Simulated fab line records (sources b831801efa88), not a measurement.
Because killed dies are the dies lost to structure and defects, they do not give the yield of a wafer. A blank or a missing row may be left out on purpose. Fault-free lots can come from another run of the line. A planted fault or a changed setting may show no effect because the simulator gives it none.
A sampling plan put to the test    flow sky130    one fab line, 46 faults that these records tell of, each judged on the records of the lots that it struck; 1 more is left out, because the records don't allow judging it
What counts as the plan is the set of the line's own looks, namely the steps on the route at which a gauge or an inspection reads a wafer and does not change it. Where struck wafers have a number at a look and the file lists that look's usual mean and standard deviation on fault-free wafers, the look can be judged. Caught: the struck wafers' mean, at a look after the fault's first step, is 4 or more of those standard deviations (sigma) away from the usual mean. On the tool: the fault's steps, tested the same way using the tool's own readings. Also counted as caught: the struck wafers showing another recipe, or a record that is empty for them alone.

THE FAULTS, as the simulator had put them in
1. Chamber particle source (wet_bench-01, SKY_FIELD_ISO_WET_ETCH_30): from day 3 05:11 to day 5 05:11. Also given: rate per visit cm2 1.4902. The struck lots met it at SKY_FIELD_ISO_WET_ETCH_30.
2. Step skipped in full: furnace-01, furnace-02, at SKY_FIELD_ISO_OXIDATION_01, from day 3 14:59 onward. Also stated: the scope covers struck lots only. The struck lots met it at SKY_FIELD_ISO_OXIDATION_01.
3. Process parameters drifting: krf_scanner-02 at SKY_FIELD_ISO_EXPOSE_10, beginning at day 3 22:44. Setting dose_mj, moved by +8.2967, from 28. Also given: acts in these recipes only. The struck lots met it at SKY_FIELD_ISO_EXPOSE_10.
4. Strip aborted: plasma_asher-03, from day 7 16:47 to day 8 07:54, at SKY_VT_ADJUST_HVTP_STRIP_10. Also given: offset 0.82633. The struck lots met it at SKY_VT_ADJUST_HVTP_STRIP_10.
5. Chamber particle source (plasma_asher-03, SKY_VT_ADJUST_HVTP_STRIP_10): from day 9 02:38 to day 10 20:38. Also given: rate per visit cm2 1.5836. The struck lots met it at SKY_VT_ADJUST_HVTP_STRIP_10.
6. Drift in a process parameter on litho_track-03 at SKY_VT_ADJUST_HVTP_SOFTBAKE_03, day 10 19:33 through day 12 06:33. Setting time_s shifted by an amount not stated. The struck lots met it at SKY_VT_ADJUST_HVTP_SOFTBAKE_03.
7. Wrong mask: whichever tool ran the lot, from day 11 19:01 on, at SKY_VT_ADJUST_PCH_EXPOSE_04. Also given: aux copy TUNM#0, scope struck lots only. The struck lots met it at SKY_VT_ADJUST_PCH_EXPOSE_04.
8. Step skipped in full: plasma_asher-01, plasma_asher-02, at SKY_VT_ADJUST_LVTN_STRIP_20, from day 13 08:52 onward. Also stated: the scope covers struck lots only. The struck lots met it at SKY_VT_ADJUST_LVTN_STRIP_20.
9. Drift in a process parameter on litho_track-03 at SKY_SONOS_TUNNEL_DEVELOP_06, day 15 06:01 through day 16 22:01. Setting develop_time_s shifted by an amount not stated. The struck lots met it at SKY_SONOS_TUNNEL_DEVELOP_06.
10. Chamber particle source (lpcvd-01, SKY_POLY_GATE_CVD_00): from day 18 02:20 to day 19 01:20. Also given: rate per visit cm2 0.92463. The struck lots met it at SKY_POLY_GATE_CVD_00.
11. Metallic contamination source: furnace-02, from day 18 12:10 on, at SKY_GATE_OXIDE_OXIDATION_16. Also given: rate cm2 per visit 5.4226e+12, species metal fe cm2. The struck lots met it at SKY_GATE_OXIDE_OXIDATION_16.
12. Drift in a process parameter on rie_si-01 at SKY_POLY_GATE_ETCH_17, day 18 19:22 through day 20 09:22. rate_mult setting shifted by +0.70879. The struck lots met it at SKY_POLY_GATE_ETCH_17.
13. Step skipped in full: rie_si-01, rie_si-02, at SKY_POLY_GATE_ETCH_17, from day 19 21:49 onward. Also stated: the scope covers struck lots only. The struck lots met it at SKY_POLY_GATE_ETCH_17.
14. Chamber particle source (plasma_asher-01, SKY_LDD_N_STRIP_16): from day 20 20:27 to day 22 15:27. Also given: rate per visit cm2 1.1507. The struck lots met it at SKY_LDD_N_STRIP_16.
15. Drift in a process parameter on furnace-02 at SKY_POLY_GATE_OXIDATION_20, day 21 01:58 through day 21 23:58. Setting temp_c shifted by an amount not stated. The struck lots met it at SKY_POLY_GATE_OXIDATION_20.
16. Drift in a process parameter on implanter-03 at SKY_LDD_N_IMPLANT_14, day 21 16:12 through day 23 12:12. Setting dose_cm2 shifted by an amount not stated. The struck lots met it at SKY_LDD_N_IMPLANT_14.
17. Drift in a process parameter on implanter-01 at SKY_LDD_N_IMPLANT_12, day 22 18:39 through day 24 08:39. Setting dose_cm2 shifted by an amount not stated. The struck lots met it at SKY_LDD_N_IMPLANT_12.
18. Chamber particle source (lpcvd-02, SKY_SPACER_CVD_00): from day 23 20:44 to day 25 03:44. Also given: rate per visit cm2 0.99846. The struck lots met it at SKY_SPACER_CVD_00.
19. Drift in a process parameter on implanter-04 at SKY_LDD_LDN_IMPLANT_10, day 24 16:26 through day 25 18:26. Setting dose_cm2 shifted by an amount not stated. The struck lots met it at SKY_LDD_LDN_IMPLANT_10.
20. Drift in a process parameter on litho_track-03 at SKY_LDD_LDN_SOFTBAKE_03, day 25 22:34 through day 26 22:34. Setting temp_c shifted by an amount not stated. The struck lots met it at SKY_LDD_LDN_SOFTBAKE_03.
21. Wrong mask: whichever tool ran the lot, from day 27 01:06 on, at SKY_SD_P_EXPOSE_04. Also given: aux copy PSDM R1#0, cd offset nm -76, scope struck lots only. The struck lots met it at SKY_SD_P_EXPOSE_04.
22. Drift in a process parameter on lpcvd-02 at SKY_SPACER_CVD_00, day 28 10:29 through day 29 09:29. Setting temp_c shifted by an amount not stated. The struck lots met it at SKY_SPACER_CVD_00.
23. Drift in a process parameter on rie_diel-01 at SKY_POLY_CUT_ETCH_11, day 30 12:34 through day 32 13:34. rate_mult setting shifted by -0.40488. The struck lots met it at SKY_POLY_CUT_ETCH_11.
24. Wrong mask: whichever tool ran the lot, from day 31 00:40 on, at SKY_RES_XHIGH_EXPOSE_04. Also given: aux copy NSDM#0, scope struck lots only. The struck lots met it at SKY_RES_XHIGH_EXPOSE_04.
25. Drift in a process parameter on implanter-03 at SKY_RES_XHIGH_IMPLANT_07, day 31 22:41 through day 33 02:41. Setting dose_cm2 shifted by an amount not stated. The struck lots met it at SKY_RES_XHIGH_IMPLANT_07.
26. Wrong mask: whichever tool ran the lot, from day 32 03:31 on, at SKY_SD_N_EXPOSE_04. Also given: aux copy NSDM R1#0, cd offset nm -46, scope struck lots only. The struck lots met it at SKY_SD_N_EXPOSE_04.
27. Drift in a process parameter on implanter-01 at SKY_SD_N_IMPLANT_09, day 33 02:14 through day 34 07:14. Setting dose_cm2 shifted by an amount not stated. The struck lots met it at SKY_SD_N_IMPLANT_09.
28. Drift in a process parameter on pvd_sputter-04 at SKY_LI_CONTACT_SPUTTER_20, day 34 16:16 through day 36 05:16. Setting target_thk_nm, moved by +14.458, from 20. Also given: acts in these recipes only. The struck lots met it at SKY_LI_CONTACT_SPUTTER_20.
29. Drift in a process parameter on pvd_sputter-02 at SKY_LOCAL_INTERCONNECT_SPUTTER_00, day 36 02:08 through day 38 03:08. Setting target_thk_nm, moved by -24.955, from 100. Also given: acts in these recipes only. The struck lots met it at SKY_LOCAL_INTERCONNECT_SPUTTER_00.
30. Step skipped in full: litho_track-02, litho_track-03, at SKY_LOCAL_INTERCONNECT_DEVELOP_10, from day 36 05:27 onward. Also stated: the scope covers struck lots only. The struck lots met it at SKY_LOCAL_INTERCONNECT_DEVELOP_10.
31. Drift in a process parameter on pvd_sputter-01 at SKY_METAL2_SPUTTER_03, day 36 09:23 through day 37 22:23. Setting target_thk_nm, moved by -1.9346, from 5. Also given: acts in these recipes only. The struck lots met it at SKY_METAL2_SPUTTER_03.
32. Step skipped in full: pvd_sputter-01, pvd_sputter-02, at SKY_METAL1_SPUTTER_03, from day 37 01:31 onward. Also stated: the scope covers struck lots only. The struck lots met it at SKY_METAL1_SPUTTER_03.
33. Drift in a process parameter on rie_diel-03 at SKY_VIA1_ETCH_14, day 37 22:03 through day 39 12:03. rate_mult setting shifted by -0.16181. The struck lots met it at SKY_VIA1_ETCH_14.
34. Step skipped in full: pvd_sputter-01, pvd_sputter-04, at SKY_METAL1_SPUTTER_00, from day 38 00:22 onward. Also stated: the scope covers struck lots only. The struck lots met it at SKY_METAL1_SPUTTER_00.
35. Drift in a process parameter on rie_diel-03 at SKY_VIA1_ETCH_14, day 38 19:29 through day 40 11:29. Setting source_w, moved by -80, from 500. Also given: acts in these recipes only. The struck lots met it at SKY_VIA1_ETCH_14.
36. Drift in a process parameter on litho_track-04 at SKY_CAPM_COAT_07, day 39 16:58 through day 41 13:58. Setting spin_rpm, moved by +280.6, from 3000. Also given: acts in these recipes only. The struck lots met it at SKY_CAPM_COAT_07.
37. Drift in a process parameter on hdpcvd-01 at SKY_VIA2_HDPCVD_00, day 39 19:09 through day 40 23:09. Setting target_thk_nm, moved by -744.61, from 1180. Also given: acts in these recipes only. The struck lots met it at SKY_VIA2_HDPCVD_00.
38. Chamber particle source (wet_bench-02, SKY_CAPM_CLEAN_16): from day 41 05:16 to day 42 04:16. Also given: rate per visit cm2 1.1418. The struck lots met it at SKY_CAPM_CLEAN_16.
39. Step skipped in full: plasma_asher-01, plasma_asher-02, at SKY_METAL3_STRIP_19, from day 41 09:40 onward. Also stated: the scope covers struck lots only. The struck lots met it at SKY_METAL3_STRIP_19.
40. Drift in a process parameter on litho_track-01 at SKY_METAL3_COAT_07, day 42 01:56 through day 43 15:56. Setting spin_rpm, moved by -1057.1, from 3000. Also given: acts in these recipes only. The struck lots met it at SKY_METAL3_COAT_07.
41. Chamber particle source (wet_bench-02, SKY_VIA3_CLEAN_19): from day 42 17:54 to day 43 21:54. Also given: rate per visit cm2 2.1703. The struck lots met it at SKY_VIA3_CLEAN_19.
42. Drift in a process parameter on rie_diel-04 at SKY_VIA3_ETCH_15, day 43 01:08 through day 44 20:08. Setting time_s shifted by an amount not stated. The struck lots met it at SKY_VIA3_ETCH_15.
43. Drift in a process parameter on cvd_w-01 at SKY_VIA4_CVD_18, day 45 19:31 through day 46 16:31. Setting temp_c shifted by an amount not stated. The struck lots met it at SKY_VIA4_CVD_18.
44. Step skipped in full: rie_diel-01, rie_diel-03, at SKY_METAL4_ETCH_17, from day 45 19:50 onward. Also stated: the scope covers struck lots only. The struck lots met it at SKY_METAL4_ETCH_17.
45. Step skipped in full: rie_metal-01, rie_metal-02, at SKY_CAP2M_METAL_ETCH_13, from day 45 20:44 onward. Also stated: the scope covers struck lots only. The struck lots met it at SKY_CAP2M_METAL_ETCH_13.
46. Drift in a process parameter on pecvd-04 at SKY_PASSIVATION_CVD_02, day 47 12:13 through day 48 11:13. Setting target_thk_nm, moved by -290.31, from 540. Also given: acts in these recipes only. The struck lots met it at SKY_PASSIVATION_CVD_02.

WHAT THE PLAN SAW
fault  on the tool itself                                first look that catches it                       reading, sigma                    median hours from its first step to that look  hours from the fault's start to the first struck lot there  judged looks passed uncaught
1      no reading that can be judged                     no look after it can be judged                   -                                 -                                              -                                                           0
2      the tool's record is blank for the struck wafers  no look after it can be judged                   -                                 -                                              -                                                           0
3      exposure_dose_mJ_cm2 +99 or beyond sigma          SKY_FIELD_ISO_CD_MEAS_13                         cd_nm -36                         8.3                                            14                                                          0
4      oes_product_au +44 sigma                          SKY_VT_ADJUST_LVTN_TW_MEAS_10                    VT_ADJUST_LVTN_TW -99 or beyond   21.6                                           37                                                          0
5      under 2 sigma                                     no look after it can be judged                   -                                 -                                              -                                                           0
6      run_length_s +99 or beyond sigma                  not the one look that can be judged after it     -                                 -                                              -                                                           1
7      no reading that can be judged                     SKY_VT_ADJUST_PCH_TW_MEAS_10                     VT_ADJUST_PCH_TW -93              13.2                                           16                                                          0
8      the tool's record is blank for the struck wafers  SKY_VT_ADJUST_NCORE_TW_MEAS_11                   VT_ADJUST_NCORE_TW -99 or beyond  26.9                                           30                                                          0
9      no reading that can be judged                     SKY_SONOS_TUNNEL_CD_MEAS_07                      cd_nm -18                         0.2                                            17                                                          0
10     no reading that can be judged                     no look after it can be judged                   -                                 -                                              -                                                           0
11     under 2 sigma                                     none of the 5 looks that can be judged after it  -                                 -                                              -                                                           5
12     under 2 sigma                                     no look after it can be judged                   -                                 -                                              -                                                           0
13     the tool's record is blank for the struck wafers  no look after it can be judged                   -                                 -                                              -                                                           0
14     under 2 sigma                                     no look after it can be judged                   -                                 -                                              -                                                           0
15     tube_center_temp_C -99 or beyond sigma            SKY_POLY_GATE_THK_MEAS_21                        POLY_GATE_OXIDATION_THK -8.2      1.3                                            14                                                          0
16     dose_ions_cm2 +99 or beyond sigma                 no look after it can be judged                   -                                 -                                              -                                                           0
17     dose_ions_cm2 -99 or beyond sigma                 no look after it can be judged                   -                                 -                                              -                                                           0
18     no reading that can be judged                     no look after it can be judged                   -                                 -                                              -                                                           0
19     dose_ions_cm2 +99 or beyond sigma                 SKY_LDD_LDN_TW_MEAS_13                           LDD_LDN_TW +4.5                   0.4                                            5                                                           0
20     heater_power_total_W -54 sigma                    not the one look that can be judged after it     -                                 -                                              -                                                           1
21     under 2 sigma                                     SKY_SD_P_CD_MEAS_07                              cd_nm -29                         14.5                                           20                                                          0
22     susceptor_temp_C +22 sigma                        SKY_SPACER_THK_MEAS_01                           SPACER_CVD_00_THK +17             1.2                                            4                                                           0
23     oes_product_au -11 sigma                          no look after it can be judged                   -                                 -                                              -                                                           0
24     under 2 sigma                                     SKY_RES_XHIGH_TW_MEAS_09                         RES_XHIGH_TW -99 or beyond        13.7                                           17                                                          0
25     dose_ions_cm2 -99 or beyond sigma                 SKY_RES_XHIGH_TW_MEAS_09                         RES_XHIGH_TW -19                  0.2                                            3                                                           0
26     no reading that can be judged                     SKY_SD_N_CD_MEAS_07                              cd_nm -16                         13.8                                           18                                                          0
27     dose_ions_cm2 -64 sigma                           SKY_SD_N_RS_MEAS_16                              SD_N_RS +5.1                      0.7                                            4                                                           0
28     under 2 sigma                                     no look after it can be judged                   -                                 -                                              -                                                           0
29     under 2 sigma                                     SKY_LOCAL_INTERCONNECT_RS_MEAS_01                LOCAL_INTERCONNECT_TIN_RS +30     0.1                                            4                                                           0
30     no reading that can be judged                     no look after it can be judged                   -                                 -                                              -                                                           0
31     under 2 sigma                                     no look after it can be judged                   -                                 -                                              -                                                           0
32     the tool's record is blank for the struck wafers  no look after it can be judged                   -                                 -                                              -                                                           0
33     under 2 sigma                                     no look after it can be judged                   -                                 -                                              -                                                           0
34     the tool's record is blank for the struck wafers  no look after it can be judged                   -                                 -                                              -                                                           0
35     rf_fwd_power_W -36 sigma                          no look after it can be judged                   -                                 -                                              -                                                           0
36     spin_speed_rpm +99 or beyond sigma                no look after it can be judged                   -                                 -                                              -                                                           0
37     no reading that can be judged                     SKY_VIA2_THK_MEAS_01                             VIA2_HDPCVD_THK -49               0.1                                            8                                                           0
38     no reading that can be judged                     none of the 4 looks that can be judged after it  -                                 -                                              -                                                           4
39     the tool's record is blank for the struck wafers  no look after it can be judged                   -                                 -                                              -                                                           0
40     spin_speed_rpm -99 or beyond sigma                no look after it can be judged                   -                                 -                                              -                                                           0
41     no reading that can be judged                     no look after it can be judged                   -                                 -                                              -                                                           0
42     run_length_s +22 sigma                            no look after it can be judged                   -                                 -                                              -                                                           0
43     susceptor_temp_C -21 sigma                        SKY_VIA4_RS_MEAS_19                              VIA4_W_RS +4.7                    0.2                                            7                                                           0
44     the tool's record is blank for the struck wafers  no look after it can be judged                   -                                 -                                              -                                                           0
45     the tool's record is blank for the struck wafers  no look after it can be judged                   -                                 -                                              -                                                           0
46     under 2 sigma                                     SKY_PASSIVATION_THK_MEAS_03                      PASSIVATION_CVD_02_THK -36        0.2                                            5                                                           0
A dash: the fault is not caught, or the number is missing from these records.

Caught at a look: 17 of 46. Caught on the tool: 25 of 46. By one or the other: 33 of 46.
Faults 2, 6, 13, 16, 17, 20, 23, 32, 34, 35, 36, 39, 40, 42, 44, 45 were caught on the tool alone.
Caught at a look alone: faults 7, 9, 21, 24, 26, 29, 37, 46.
Caught by neither: faults 1, 5, 10, 11, 12, 14, 18, 28, 30, 31, 33, 38, 41.

THINNER SAMPLING
In the worst case, this is how late the first struck lot would be measured if the look that catches a fault measured only every second or every third lot, by lot number:
fault  struck lots at that look, in order of time  every lot  every second lot  every third lot
3      L718, L720                                  14 h       may miss all 2    may miss all 2
4      L489                                        37 h       may miss it       may miss it
7      L928                                        16 h       may miss it       may miss it
8      L962, L963                                  30 h       39 h              may miss all 2
9      L178, L180                                  17 h       may miss all 2    may miss all 2
15     L668, L669                                  14 h       19 h              may miss all 2
19     L602, L603                                  5 h        17 h              may miss all 2
21     L647                                        20 h       may miss it       may miss it
22     L959, L960                                  4 h        20 h              may miss all 2
24     L675                                        17 h       may miss it       may miss it
25     L382, L384                                  3 h        may miss all 2    may miss all 2
26     L348                                        18 h       may miss it       may miss it
27     L814, L816                                  4 h        may miss all 2    may miss all 2
29     L338, L339, L340                            4 h        7 h               14 h
37     L756, L757                                  8 h        19 h              may miss all 2
43     L151, L152                                  7 h        15 h              may miss all 2
46     L222, L223                                  5 h        9 h               may miss all 2
Hours: fault start to first struck lot measured. 4 sigma limit: tested on the pooled struck wafers, so a lone lot may be under it. Other struck lots may not be in these records.

THE LONGEST TIMED WAY FROM STEP TO LOOK
In fault 8, a median of 26.9 hours elapses between SKY_VT_ADJUST_LVTN_STRIP_20 and SKY_VT_ADJUST_NCORE_TW_MEAS_11. No look between them can be judged.
